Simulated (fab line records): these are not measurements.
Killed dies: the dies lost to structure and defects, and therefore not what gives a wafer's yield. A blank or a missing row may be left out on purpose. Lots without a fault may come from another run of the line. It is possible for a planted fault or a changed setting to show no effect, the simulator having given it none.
A lot that was struck, set against a sound lot | flow sfq-line | 19 steps out of a route of 325
Sound: wafers L902.1, L902.4, L902.5. Struck: wafer L905.6. (L905.1, L905.4 of the same lot were not struck and are left out.) The cause comes at the end.
For every step that has rows: the tool of each side, followed by ch and its chambers, followed by its first start. Under that, the readings that differ: sound wafers | struck wafers | difference of the means | sigmas: that difference in standard deviations of wafers without a fault.
alike: readings whose means differ by less than 2 such deviations, and words and numbers that are the same on both sides. not compared: withheld readings, readings that some wafer has no value for, bounds like >300 that may hide the same value, and numbers for which the record gives no deviation and whose values overlap.
A row with sigmas, a row that says differs or no value, or rows on one side alone: a step with any of these is where the two part. Numbers that have no deviation but don't overlap get no sigmas and don't part them. Lack of a reading on every wafer of one side parts them only where that side has two or more wafers.

first, 4 steps without rows for these wafers: SFQ_TRILAYER_L0_LITHO_SOFTBAKE_009; SFQ_TRILAYER_L0_LITHO_EXPOSE_006 (exposes mask L0, target cd 2000 nm); SFQ_TRILAYER_L0_LITHO_PEB_008 (peb time 60 s); SFQ_TRILAYER_L0_LITHO_DEVELOP_007 (time 60 s).
SFQ_TRILAYER_L0_BARC_OPEN_METAL_ETCH_010: etches BARC in O2, target depth 125 nm, time 41.7 s.
  sound on rie-metal-04 ch 0,1, day 6 03:44; struck on rie-metal-03 ch 0, day 6 18:50
  alike: drypump-motor-current-A, oes-product-au
  not compared: rf-hours-counter-h
SFQ_TRILAYER_L0_ETCH_METAL_ETCH_008: etches MoNx KI in SF6/O2, stops on SiO2, target depth 50 nm, time 25 s.
  sound on rie-metal-04 ch 0,1, day 6 03:48; struck on rie-metal-03 ch 0, day 6 18:53
  alike: drypump-motor-current-A, oes-product-au
  not compared: rf-hours-counter-h
SFQ_TRILAYER_L0_STRIP_STRIP_009: strips in O2.
  sound on rie-metal-04 ch 0,1, day 6 03:51; struck on rie-metal-03 ch 0, day 6 18:56
  alike: drypump-motor-current-A, oes-product-au, platen-temp-c
  not compared: rf-hours-counter-h
then, 1 step without rows for these wafers: SFQ_TRILAYER_L0_STRIP_SOLV_CLEAN_010 (cleans in NMP, time 600 s).
SFQ_TRILAYER_L0_CAP_PECVD_011: deposits SiO2 from SiH4/N2O, time 13.333 s, target thk 60 nm.
  sound on pecvd-04 ch 0,1,2, day 6 04:38; struck on pecvd-01 ch 0, day 6 19:43
  reading            | sound    | struck | difference | sigmas
  heater-power-w (W) | 99 99 74 | 51     | -40        | -2
  alike: throttle-valve-pct
then, 3 steps without rows for these wafers: SFQ_TRILAYER_L0_VIA_LITHO_COAT_018 (resist thk 62 nm); SFQ_TRILAYER_L0_VIA_LITHO_COAT_013 (resist thk 650 nm); SFQ_TRILAYER_L0_VIA_LITHO_SOFTBAKE_017.
-- the record jumps here: 4 days lie between the struck wafers' starts before and after --
SFQ_TRILAYER_L0_VIA_LITHO_EXPOSE_014: exposes mask L0V, target cd 700 nm.
  sound on krf-scanner-02 ch 0, day 9 16:09; struck on krf-scanner-02 ch 0, day 10 08:57
  alike: mask
then, 2 steps without rows for these wafers: SFQ_TRILAYER_L0_VIA_LITHO_PEB_016 (peb time 60 s); SFQ_TRILAYER_L0_VIA_LITHO_DEVELOP_015 (time 60 s).
SFQ_L0V_OVL_MEAS_903:
  sound: overlay-01 at day 9 17:39; struck: overlay-01 at day 10 10:27
  reading      | sound    | struck | difference | sigmas
  L0V_OVL (nm) | -3 -7 -3 | 10     | +14        | +3
SFQ_TRILAYER_L0_VIA_BARC_OPEN_VIA_ETCH_021: etches BARC in O2, target depth 125 nm, time 41.7 s.
  sound on rie-diel-03 ch 0,2,3, day 9 17:41; struck on rie-diel-04 ch 0, day 10 10:29
  reading              | sound         | struck | difference | sigmas
  model.L0V.cd-nm (nm) | 700 700 700.6 | 740.2  | +40.0      |
  alike: drypump-motor-current-A, oes-product-au
  not compared: rf-hours-counter-h
SFQ_TRILAYER_L0_VIA_ETCH_VIA_ETCH_016: etches SiO2 in CHF3, stops on MoNx KI, target depth 80 nm.
  sound on rie-diel-03 ch 0,2,3, day 9 17:44; struck on rie-diel-04 ch 0, day 10 10:32
  reading              | sound           | struck | difference | sigmas
  model.L0V.cd-nm (nm) | 700 700.8 700.3 | 739.8  | +39.4      |
  alike: drypump-motor-current-A, oes-product-au
SFQ_TRILAYER_L0_VIA_STRIP_STRIP_017: strips in O2.
  sound on rie-metal-01 ch 0, day 9 17:47; struck on rie-metal-03 ch 1, day 10 10:35
  reading                     | sound       | struck | difference | sigmas
  drypump-motor-current-A (A) | 5.6 5.6 5.6 | 6.6    | +1.0       | +2
  alike: oes-product-au, platen-temp-c
  not compared: rf-hours-counter-h

WHERE THEY PART
First at SFQ_TRILAYER_L0_CAP_PECVD_011; last, within this record, at SFQ_TRILAYER_L0_VIA_STRIP_STRIP_017.

WHY: what the simulator had put in
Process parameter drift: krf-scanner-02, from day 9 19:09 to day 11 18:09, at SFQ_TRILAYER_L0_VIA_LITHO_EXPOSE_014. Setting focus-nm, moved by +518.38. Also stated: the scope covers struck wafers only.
